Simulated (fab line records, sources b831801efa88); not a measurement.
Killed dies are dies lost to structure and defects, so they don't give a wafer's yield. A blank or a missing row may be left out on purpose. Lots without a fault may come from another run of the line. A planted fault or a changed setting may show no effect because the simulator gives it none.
Which tool did it? | flow gf180mcu | 7 lots, 21 wafers sampled, at 2 steps of a route of 602

WHAT THE GAUGES READ, wafer by wafer
GF_V3_BOW_MEAS_05.
lot  | measured     | on            | V3_BOW (um)
L530 | day 22 00:46 | film_metro-01 | 114 97 112
L533 | day 22 18:22 | film_metro-02 | 129 130 124
L535 | day 23 08:46 | film_metro-01 | 121 114 124
L538 | day 24 17:34 | film_metro-02 | 112 118 102
L540 | day 25 07:58 | film_metro-04 | 111 108 118
L546 | day 27 09:47 | film_metro-01 | 100 116 107
L552 | day 28 18:53 | film_metro-04 | 132 130 132

WHICH TOOL RAN EACH LOT (tool, then ch and the chambers of the sampled wafers, then the start)
lot  | GF_M3_STRIP_17
L530 | plasma_asher-02 ch 0,1, day 21 23:41
L533 | plasma_asher-02 ch 0,1, day 22 16:55
L535 | plasma_asher-04 ch 0,1, day 23 07:40
L538 | plasma_asher-03 ch 0,1, day 24 16:25
L540 | plasma_asher-03 ch 0,1, day 25 06:50
L546 | plasma_asher-03 ch 0, day 27 08:40
L552 | plasma_asher-03 ch 0,1, day 28 17:45
- GF_M3_STRIP_17: strips in O2/N2.

THE ANSWER, worked out from the rows above alone
Rule: what is usual is taken from the lots themselves. Put in order of their means at a reading, lots are off if they are a third of the lots or fewer, leave a main group of 4 or more, and stand apart from it by a gap of 3 or more times the standard deviation of the main group's means; of several such gaps the widest counts. A main group whose means are all the same, to the digits that the tables above print for the reading, isn't used. A lot without any number at a reading at which 4 lots or more have one is off too. The other lots that the step has rows for count as sound.
No lot is off at any reading shown: from this, nothing can be told.

WHAT THE SIMULATOR HAD PUT IN
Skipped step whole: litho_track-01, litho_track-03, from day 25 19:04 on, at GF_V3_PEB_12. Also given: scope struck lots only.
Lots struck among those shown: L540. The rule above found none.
